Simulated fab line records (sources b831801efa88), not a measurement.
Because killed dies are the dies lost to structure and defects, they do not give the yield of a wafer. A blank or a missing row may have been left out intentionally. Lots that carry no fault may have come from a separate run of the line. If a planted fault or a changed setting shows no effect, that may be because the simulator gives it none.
A lot that was struck, set against a sound lot :: flow sky130 :: 38 steps out of a route of 708
Sound: these wafers, L719.2, L719.3, L719.4. Struck: wafer L721.3 (left out: L721.1, L721.4 of the same lot, which were not struck); the cause appears at the end.
For every step that has rows: the tool of each side, followed by ch and its chambers, followed by its first start. Under that, the readings that differ: sound wafers :: struck wafers :: difference of the means :: sigmas: that difference in standard deviations of wafers without a fault.
alike: readings whose means differ by less than 2 such deviations, and words and numbers that are the same on both sides. not compared: withheld readings, readings that some wafer has no value for, bounds like >300 that may hide the same value, and numbers for which the record gives no deviation and whose values overlap.
A row with sigmas, a row that says differs or no value, or rows on one side alone: a step with any of these is where the two part. Numbers that have no deviation but don't overlap get no sigmas and don't part them. A reading that every wafer of one side lacks parts them only if that side has two wafers or more.

first, 9 steps without rows for these wafers: SKY_VIA2_SPUTTER_20 (material TiN, target thk 20 nm, time 80 s); SKY_VIA2_CVD_21 (deposits W, target thk 420 nm, time 126.4 s); SKY_VIA2_CMP_24 (polishes, stops on SiO2, t overpolish 20 s, target thk 0 nm); SKY_METAL3_SPUTTER_00 (material Ti, target thk 15 nm, time 10 s); SKY_METAL3_SPUTTER_01 (material TiN, target thk 20 nm, time 16.7 s); SKY_METAL3_SPUTTER_02 (material AlCu, target thk 735 nm, time 39.1 s); SKY_METAL3_SPUTTER_03 (material Ti, target thk 5 nm, time 3.3 s); SKY_METAL3_SPUTTER_04 (material TiN, target thk 70 nm, time 58.3 s); SKY_CAPM_CVD_00 (deposits SiO2, target thk 15.5 nm).
SKY_CAPM_SPUTTER_02: material TiN, target thk 200 nm, time 166.7 s.
  struck on pvd_sputter-04, day 42 12:17; sound on pvd_sputter-02, day 42 01:52
reading: model.TiN_of_CAPM_SPUTTER_02.thk_nm (nm)
sound: 203.7 200.3 195.2
struck: 269.6
difference: +69.9
sigmas: 
  alike: throttle_valve_pct
SKY_CAPM_RS_MEAS_03: a four-point-probe measurement.
  struck on film_metro-04, day 42 12:24; sound on film_metro-04, day 42 02:00
reading: CAPM_TIN_RS (ohm/sq)
sound: 6.79 6.91 7.08
struck: 5.10
difference: -1.83
sigmas: -17
SKY_CAPM_THK_MEAS_04: measures by xrf.
  struck on film_metro-04, day 42 12:31; sound on film_metro-04, day 42 02:07
reading: CAPM_TIN_THK (nm)
sound: 202 198 193
struck: 265
difference: +67
sigmas: +19
then, 7 steps without rows for these wafers: SKY_CAPM_DEHYDRATE_05 (time 60 s); SKY_CAPM_HMDS_06 (prime time 60 s); SKY_CAPM_COAT_07 (resist thk 1140 nm); SKY_CAPM_SOFTBAKE_08 (time 60 s); SKY_CAPM_EXPOSE_09 (exposes mask CAPM, target cd 1000 nm); SKY_CAPM_PEB_10; SKY_CAPM_DEVELOP_11 (develop time 60 s).
SKY_CAPM_METAL_ETCH_13: etches TiN in Cl2/BCl3, stops on SiO2, target depth 220 nm, time 62.9 s.
  sound on rie_metal-03 ch 0,1, day 43 01:29; struck on rie_metal-03 ch 0, day 43 10:53
reading: oes_product_au (a.u.)
sound: 0.950 0.937 0.923
struck: 1.026
difference: +0.089
sigmas: +9

reading: throttle_valve_pct (%)
sound: 21.886 21.908 21.911
struck: 21.842
difference: -0.060
sigmas: -5
  alike: bcl3_flow_sccm, bias_w, drypump_motor_current_A
  not compared: rf_hours_counter_h
then, 16 steps without rows for these wafers: SKY_CAPM_STRIP_14 (strips in O2/N2); SKY_CAPM_STRIP_15 (strips in post etch residue remover, time 1200 s); SKY_CAPM_CLEAN_16 (cleans in IPA, time 180 s); SKY_CAPM_CLEAN_17 (cleans in O3/DIW); SKY_METAL3_DEHYDRATE_05 (time 60 s); SKY_METAL3_HMDS_06 (prime time 60 s); SKY_METAL3_COAT_07 (resist thk 60 nm); SKY_METAL3_COAT_08 (resist thk 1140 nm); SKY_METAL3_SOFTBAKE_09 (time 90 s); SKY_METAL3_EXPOSE_10 (exposes mask MM3, target cd 300 nm); SKY_METAL3_PEB_11; SKY_METAL3_DEVELOP_12 (develop time 60 s); SKY_METAL3_DESCUM_15 (chemistry O2, time 8 s); SKY_METAL3_ETCH_16 (etches BARC in N2/H2, stops on SiO2, time 88.2 s, target depth 60 nm); SKY_METAL3_ETCH_17 (etches SiO2 in C4F8/O2/Ar, stops on TiN, time 3.9 s, target depth 15 nm); SKY_METAL3_METAL_ETCH_18 (etches the open film in Cl2/BCl3, stops on SiO2, target depth 845 nm, time 183.1 s).
SKY_METAL3_STRIP_20: strips in post etch residue remover, time 1200 s.
  sound on wet_bench-04 ch 3, day 44 01:44; struck on wet_bench-01 ch 0, day 44 10:52
reading: model.TiN_of_CAPM_SPUTTER_02.thk_nm (nm)
sound: 202.9 199.5 194.4
struck: 268.7
difference: +69.8
sigmas: 
-- the record jumps here: 6 days lie between the struck wafers' starts before and after (it left off in module METAL3 and takes up again in module PAD_OPEN, whose first step shown is number 708 of the route) --
SKY_PAD_OPEN_PROBE_99:
  struck on prober-02, day 50 13:51; sound on prober-01, day 50 05:55
reading: model.etest.tester.sort_n_pass
sound: 408 412 400
struck: 0
difference: -407
sigmas: 

reading: model.etest.met3.line_ohm_um
sound: 0.1422 0.145 0.1434
struck: 103.9
difference: +103.8
sigmas: 

reading: model.etest.tester.sort_yield_pct (%)
sound: 82.93 83.74 81.3
struck: 0
difference: -83
sigmas: 

reading: model.etest.tester.sort_bin_4_pct (%)
sound: 0 0 0
struck: 82.66
difference: +82.66
sigmas: 

reading: model.etest.via3_chain.rc_ohm
sound: 10.58 9.963 10.27
struck: 86.84
difference: +76.57
sigmas: 

reading: model.etest.met3.rs_ohm_sq
sound: 0.04288 0.04375 0.04231
struck: 30.48
difference: +30.44
sigmas: 

reading: model.etest.met3.rs_ohm_sq_rim_less_centre
sound: -6.99e-05 -0.0009645 3.354e-05
struck: -2.136
difference: -2.136
sigmas: 

reading: model.etest.cap_mim.plate_ohm_sq
sound: 5.891 5.95 6.135
struck: 4.476
difference: -1.516
sigmas: 
  alike: defect_limited_yield, killed_at_M0_to_M3, killed_at_M4_up, killed_at_contacts, killed_at_front_end, killed_at_other, killed_dies, killed_open, killed_short

== WHERE THEY PART ==
First at SKY_CAPM_RS_MEAS_03; last, within this record, at SKY_CAPM_METAL_ETCH_13. Later steps at which nothing parts them and some readings are alike: SKY_PAD_OPEN_PROBE_99.

WHY: the cause the simulator had injected
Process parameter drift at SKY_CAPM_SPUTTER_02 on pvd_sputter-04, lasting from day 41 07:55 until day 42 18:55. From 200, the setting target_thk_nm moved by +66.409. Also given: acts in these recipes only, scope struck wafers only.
